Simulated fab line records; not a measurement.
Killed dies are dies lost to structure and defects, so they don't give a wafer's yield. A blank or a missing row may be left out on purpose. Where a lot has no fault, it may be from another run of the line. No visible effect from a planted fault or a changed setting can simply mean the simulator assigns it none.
Which tool is to blame? :: flow sky130 :: 24 lots, 72 wafers sampled, at 3 steps of a route of 708

WHAT THE GAUGES READ, wafer by wafer
SKY_FIELD_ISO_THK_MEAS_23. Usual: FIELD_ISO_OXIDATION_01_THK typically reads 10.02 nm, with standard deviation 0.15.
lot: L074
measured: day 2 10:57
on: film_metro-01
FIELD_ISO_OXIDATION_01_THK (nm): 9.82 9.73 9.83
flag: 

lot: L075
measured: day 2 15:13
on: film_metro-02
FIELD_ISO_OXIDATION_01_THK (nm): 10.02 9.86 9.98
flag: 

lot: L076
measured: day 2 21:43
on: film_metro-04
FIELD_ISO_OXIDATION_01_THK (nm): 10.02 9.95 10.10
flag: 

lot: L077
measured: day 3 01:21
on: film_metro-04
FIELD_ISO_OXIDATION_01_THK (nm): 10.11 10.08 10.16
flag: 

lot: L078
measured: day 3 05:25
on: film_metro-02
FIELD_ISO_OXIDATION_01_THK (nm): 9.99 9.89 10.06
flag: 

lot: L079
measured: day 3 10:34
on: film_metro-01
FIELD_ISO_OXIDATION_01_THK (nm): 10.13 10.00 9.92
flag: 

lot: L080
measured: day 3 13:08
on: film_metro-02
FIELD_ISO_OXIDATION_01_THK (nm): 9.89 9.91 9.96
flag: 

lot: L081
measured: day 3 20:46
on: film_metro-02
FIELD_ISO_OXIDATION_01_THK (nm): 10.08 10.18 10.22
flag: 

lot: L082
measured: day 4 00:46
on: film_metro-02
FIELD_ISO_OXIDATION_01_THK (nm): 9.86 9.99 9.94
flag: 

lot: L083
measured: day 4 05:49
on: film_metro-04
FIELD_ISO_OXIDATION_01_THK (nm): 9.89 9.79 9.87
flag: 

lot: L084
measured: day 4 11:56
on: film_metro-04
FIELD_ISO_OXIDATION_01_THK (nm): 10.13 9.98 10.01
flag: 

lot: L085
measured: day 4 17:53
on: film_metro-04
FIELD_ISO_OXIDATION_01_THK (nm): 9.98 10.10 9.78
flag: 

lot: L086
measured: day 4 21:19
on: film_metro-02
FIELD_ISO_OXIDATION_01_THK (nm): 10.07 10.09 10.23
flag: 

lot: L087
measured: day 5 04:05
on: film_metro-04
FIELD_ISO_OXIDATION_01_THK (nm): 9.78 9.80 9.92
flag: 

lot: L088
measured: day 7 17:04
on: film_metro-04
FIELD_ISO_OXIDATION_01_THK (nm): 9.85 9.98 9.75
flag: 

lot: L089
measured: day 7 18:49
on: film_metro-01
FIELD_ISO_OXIDATION_01_THK (nm): 10.02 10.01 9.86
flag: 

lot: L092
measured: day 8 00:59
on: film_metro-02
FIELD_ISO_OXIDATION_01_THK (nm): 9.97 10.08 10.24
flag: 

lot: L093
measured: day 8 00:59
on: film_metro-04
FIELD_ISO_OXIDATION_01_THK (nm): 10.16 9.95 10.21
flag: 

lot: L091
measured: day 8 01:00
on: film_metro-01
FIELD_ISO_OXIDATION_01_THK (nm): 10.10 10.12 10.07
flag: 

lot: L090
measured: day 8 01:02
on: film_metro-04
FIELD_ISO_OXIDATION_01_THK (nm): 10.36 10.27 10.15
flag: 

lot: L094
measured: day 8 01:02
on: film_metro-01
FIELD_ISO_OXIDATION_01_THK (nm): 10.23 10.05 10.02
flag: 

lot: L095
measured: day 8 01:04
on: film_metro-02
FIELD_ISO_OXIDATION_01_THK (nm): 10.22 10.11 10.14
flag: 

lot: L096
measured: day 8 04:48
on: film_metro-04
FIELD_ISO_OXIDATION_01_THK (nm): 10.32 10.17 10.40
flag: 

lot: L097
measured: day 8 04:48
on: film_metro-01
FIELD_ISO_OXIDATION_01_THK (nm): 9.88 9.71 9.91
flag: 

SKY_VT_ADJUST_HVTP_TW_MEAS_11. Usual: VT_ADJUST_HVTP_TW typically reads 1355, with standard deviation 14.
lot: L074
measured: day 7 20:33
on: film_metro-02
VT_ADJUST_HVTP_TW: 1371 1367 1389
flag: 

lot: L075
measured: day 7 21:23
on: film_metro-04
VT_ADJUST_HVTP_TW: 1355 1346 1345
flag: 

lot: L076
measured: day 7 22:07
on: film_metro-02
VT_ADJUST_HVTP_TW: 1369 1367 1371
flag: 

lot: L077
measured: day 7 22:43
on: film_metro-04
VT_ADJUST_HVTP_TW: 1353 1344 1347
flag: 

lot: L078
measured: day 8 00:04
on: film_metro-02
VT_ADJUST_HVTP_TW: 1370 1372 1365
flag: 

lot: L079
measured: day 8 00:17
on: film_metro-04
VT_ADJUST_HVTP_TW: 1345 1347 1339
flag: 

lot: L080
measured: day 8 00:39
on: film_metro-02
VT_ADJUST_HVTP_TW: 1377 1375 1365
flag: 

lot: L081
measured: day 8 00:54
on: film_metro-04
VT_ADJUST_HVTP_TW: 1341 1342 1335
flag: 

lot: L082
measured: day 8 01:08
on: film_metro-03
VT_ADJUST_HVTP_TW: 1345 1343 1346
flag: 

lot: L083
measured: day 8 01:30
on: film_metro-03
VT_ADJUST_HVTP_TW: 1352 1353 1336
flag: 

lot: L084
measured: day 8 01:37
on: film_metro-02
VT_ADJUST_HVTP_TW: 1377 1368 1375
flag: 

lot: L085
measured: day 8 01:52
on: film_metro-04
VT_ADJUST_HVTP_TW: 1344 1345 1348
flag: 

lot: L086
measured: day 8 01:59
on: film_metro-02
VT_ADJUST_HVTP_TW: 1375 1375 1370
flag: 

lot: L087
measured: day 8 02:14
on: film_metro-03
VT_ADJUST_HVTP_TW: 1338 1353 1345
flag: 

lot: L088
measured: day 12 15:53
on: film_metro-03
VT_ADJUST_HVTP_TW: 1343 1344 1349
flag: 

lot: L089
measured: day 13 00:17
on: film_metro-03
VT_ADJUST_HVTP_TW: 1336 1334 1338
flag: 

lot: L092
measured: day 13 05:16
on: film_metro-04
VT_ADJUST_HVTP_TW: 1350 1355 1355
flag: 

lot: L093
measured: day 13 03:17
on: film_metro-04
VT_ADJUST_HVTP_TW: 1351 1357 1351
flag: 

lot: L091
measured: day 13 03:57
on: film_metro-04
VT_ADJUST_HVTP_TW: 1360 1359 1350
flag: 

lot: L090
measured: day 13 06:13
on: film_metro-02
VT_ADJUST_HVTP_TW: 1369 1369 1378
flag: 

lot: L094
measured: day 13 05:45
on: film_metro-03
VT_ADJUST_HVTP_TW: 1337 1334 1334
flag: 

lot: L095
measured: day 13 06:26
on: film_metro-04
VT_ADJUST_HVTP_TW: 1354 1355 1357
flag: 

lot: L096
measured: day 13 09:35
on: film_metro-02
VT_ADJUST_HVTP_TW: 1367 1371 1370
flag: 

lot: L097
measured: day 13 08:18
on: film_metro-04
VT_ADJUST_HVTP_TW: 1351 1354 1356
flag: 

WHICH TOOL RAN EACH LOT (tool, then ch and the chambers of the sampled wafers, then the start)
lot: L074
SKY_VT_ADJUST_HVTP_STRIP_10: plasma_asher-01 ch 0,1, day 7 20:27

lot: L075
SKY_VT_ADJUST_HVTP_STRIP_10: plasma_asher-04 ch 1, day 7 21:17

lot: L076
SKY_VT_ADJUST_HVTP_STRIP_10: plasma_asher-01 ch 0,1, day 7 22:01

lot: L077
SKY_VT_ADJUST_HVTP_STRIP_10: plasma_asher-01 ch 1, day 7 22:37

lot: L078
SKY_VT_ADJUST_HVTP_STRIP_10: plasma_asher-02 ch 0,1, day 7 23:57

lot: L079
SKY_VT_ADJUST_HVTP_STRIP_10: plasma_asher-04 ch 0,1, day 8 00:11

lot: L080
SKY_VT_ADJUST_HVTP_STRIP_10: plasma_asher-04 ch 0,1, day 8 00:33

lot: L081
SKY_VT_ADJUST_HVTP_STRIP_10: plasma_asher-02 ch 0,1, day 8 00:47

lot: L082
SKY_VT_ADJUST_HVTP_STRIP_10: plasma_asher-01 ch 0,1, day 8 01:02

lot: L083
SKY_VT_ADJUST_HVTP_STRIP_10: plasma_asher-04 ch 1, day 8 01:23

lot: L084
SKY_VT_ADJUST_HVTP_STRIP_10: plasma_asher-02 ch 0,1, day 8 01:31

lot: L085
SKY_VT_ADJUST_HVTP_STRIP_10: plasma_asher-01 ch 0,1, day 8 01:45

lot: L086
SKY_VT_ADJUST_HVTP_STRIP_10: plasma_asher-01 ch 0,1, day 8 01:52

lot: L087
SKY_VT_ADJUST_HVTP_STRIP_10: plasma_asher-02 ch 0,1, day 8 02:08

lot: L088
SKY_VT_ADJUST_HVTP_STRIP_10: plasma_asher-02 ch 0,1, day 12 15:47

lot: L089
SKY_VT_ADJUST_HVTP_STRIP_10: plasma_asher-04 ch 0,1, day 13 00:13

lot: L092
SKY_VT_ADJUST_HVTP_STRIP_10: plasma_asher-04 ch 0,1, day 13 05:10

lot: L093
SKY_VT_ADJUST_HVTP_STRIP_10: plasma_asher-04 ch 0,1, day 13 03:11

lot: L091
SKY_VT_ADJUST_HVTP_STRIP_10: plasma_asher-02 ch 0,1, day 13 03:52

lot: L090
SKY_VT_ADJUST_HVTP_STRIP_10: plasma_asher-04 ch 0,1, day 13 06:07

lot: L094
SKY_VT_ADJUST_HVTP_STRIP_10: plasma_asher-01 ch 0,1, day 13 05:39

lot: L095
SKY_VT_ADJUST_HVTP_STRIP_10: plasma_asher-01 ch 0,1, day 13 06:20

lot: L096
SKY_VT_ADJUST_HVTP_STRIP_10: plasma_asher-01 ch 0,1, day 13 09:29

lot: L097
SKY_VT_ADJUST_HVTP_STRIP_10: plasma_asher-04 ch 0,1, day 13 08:12
- SKY_VT_ADJUST_HVTP_STRIP_10: strips in O2/N2.

AS READ BY THE TOOLS THEMSELVES (means over the sampled wafers that have a number; for cases with no such wafer, the mark the record gives instead)
SKY_VT_ADJUST_HVTP_STRIP_10. Usual: drypump_motor_current_A 5.81 A, standard deviation 0.058; o2_flow_sccm 3000 sccm, standard deviation 9.1; oes_product_au 0.716 a.u., standard deviation 0.0047; strip_time_to_endpoint_s 14.18 s, standard deviation 0.047.
lot: L074
tool: plasma_asher-01
drypump_motor_current_A (A): 5.82
o2_flow_sccm (sccm): 3005
oes_product_au (a.u.): 0.715
strip_time_to_endpoint_s (s): 14.21
flag: 

lot: L075
tool: plasma_asher-04
drypump_motor_current_A (A): 5.79
o2_flow_sccm (sccm): 3000
oes_product_au (a.u.): 0.715
strip_time_to_endpoint_s (s): 14.17
flag: 

lot: L076
tool: plasma_asher-01
drypump_motor_current_A (A): 5.87
o2_flow_sccm (sccm): 2997
oes_product_au (a.u.): 0.718
strip_time_to_endpoint_s (s): 14.20
flag: 

lot: L077
tool: plasma_asher-01
drypump_motor_current_A (A): 5.77
o2_flow_sccm (sccm): 3007
oes_product_au (a.u.): 0.715
strip_time_to_endpoint_s (s): 14.19
flag: 

lot: L078
tool: plasma_asher-02
drypump_motor_current_A (A): 5.79
o2_flow_sccm (sccm): 3011
oes_product_au (a.u.): 0.717
strip_time_to_endpoint_s (s): 14.17
flag: 

lot: L079
tool: plasma_asher-04
drypump_motor_current_A (A): 5.76
o2_flow_sccm (sccm): 3000
oes_product_au (a.u.): 0.719
strip_time_to_endpoint_s (s): 14.15
flag: 

lot: L080
tool: plasma_asher-04
drypump_motor_current_A (A): 5.82
o2_flow_sccm (sccm): 2999
oes_product_au (a.u.): 0.716
strip_time_to_endpoint_s (s): 14.10
flag: 

lot: L081
tool: plasma_asher-02
drypump_motor_current_A (A): 5.76
o2_flow_sccm (sccm): 3005
oes_product_au (a.u.): 0.717
strip_time_to_endpoint_s (s): 14.19
flag: 

lot: L082
tool: plasma_asher-01
drypump_motor_current_A (A): 5.86
o2_flow_sccm (sccm): 2983
oes_product_au (a.u.): 0.713
strip_time_to_endpoint_s (s): 14.14
flag: 

lot: L083
tool: plasma_asher-04
drypump_motor_current_A (A): 5.80
o2_flow_sccm (sccm): 2990
oes_product_au (a.u.): 0.717
strip_time_to_endpoint_s (s): 14.11
flag: 

lot: L084
tool: plasma_asher-02
drypump_motor_current_A (A): 5.80
o2_flow_sccm (sccm): 2998
oes_product_au (a.u.): 0.718
strip_time_to_endpoint_s (s): 14.20
flag: 

lot: L085
tool: plasma_asher-01
drypump_motor_current_A (A): 5.82
o2_flow_sccm (sccm): 2997
oes_product_au (a.u.): 0.717
strip_time_to_endpoint_s (s): 14.14
flag: 

lot: L086
tool: plasma_asher-01
drypump_motor_current_A (A): 5.81
o2_flow_sccm (sccm): 3002
oes_product_au (a.u.): 0.718
strip_time_to_endpoint_s (s): 14.17
flag: 

lot: L087
tool: plasma_asher-02
drypump_motor_current_A (A): 5.78
o2_flow_sccm (sccm): 3004
oes_product_au (a.u.): 0.714
strip_time_to_endpoint_s (s): 14.17
flag: 

lot: L088
tool: plasma_asher-02
drypump_motor_current_A (A): 5.79
o2_flow_sccm (sccm): 3001
oes_product_au (a.u.): 0.721
strip_time_to_endpoint_s (s): 14.21
flag: 

lot: L089
tool: plasma_asher-04
drypump_motor_current_A (A): 5.82
o2_flow_sccm (sccm): 3013
oes_product_au (a.u.): 0.715
strip_time_to_endpoint_s (s): 14.11
flag: 

lot: L092
tool: plasma_asher-04
drypump_motor_current_A (A): 5.78
o2_flow_sccm (sccm): 3000
oes_product_au (a.u.): 0.716
strip_time_to_endpoint_s (s): 14.23
flag: 

lot: L093
tool: plasma_asher-04
drypump_motor_current_A (A): 5.77
o2_flow_sccm (sccm): 3005
oes_product_au (a.u.): 0.718
strip_time_to_endpoint_s (s): 14.21
flag: 

lot: L091
tool: plasma_asher-02
drypump_motor_current_A (A): 5.78
o2_flow_sccm (sccm): 3005
oes_product_au (a.u.): 0.722
strip_time_to_endpoint_s (s): 14.11
flag: 

lot: L090
tool: plasma_asher-04
drypump_motor_current_A (A): 5.79
o2_flow_sccm (sccm): 2999
oes_product_au (a.u.): 0.714
strip_time_to_endpoint_s (s): 14.21
flag: 

lot: L094
tool: plasma_asher-01
drypump_motor_current_A (A): 5.80
o2_flow_sccm (sccm): 2996
oes_product_au (a.u.): 0.714
strip_time_to_endpoint_s (s): 14.22
flag: 

lot: L095
tool: plasma_asher-01
drypump_motor_current_A (A): 5.87
o2_flow_sccm (sccm): 3005
oes_product_au (a.u.): 0.715
strip_time_to_endpoint_s (s): 14.25
flag: 

lot: L096
tool: plasma_asher-01
drypump_motor_current_A (A): 5.88
o2_flow_sccm (sccm): 3003
oes_product_au (a.u.): 0.712
strip_time_to_endpoint_s (s): 14.24
flag: 

lot: L097
tool: plasma_asher-04
drypump_motor_current_A (A): 5.81
o2_flow_sccm (sccm): 2995
oes_product_au (a.u.): 0.721
strip_time_to_endpoint_s (s): 14.13
flag: 

THE ANSWER, worked out from the rows above alone
Rule: lot off if the mean of its wafers having a number is beyond 3 standard deviations from the usual mean. A lot without any number at a reading at which 4 lots or more have one is off too. Where the step has rows for the other lots, those lots are counted as sound. The gauges are gone through in route order, then the tools' own readings, and for those a lot's mean is taken as printed above. At the first step where some lot is off, the reading lying furthest off is the one used; lots without a number count as furthest.
No lot is off at any reading shown: from this, nothing can be told.

WHAT THE SIMULATOR HAD INSERTED
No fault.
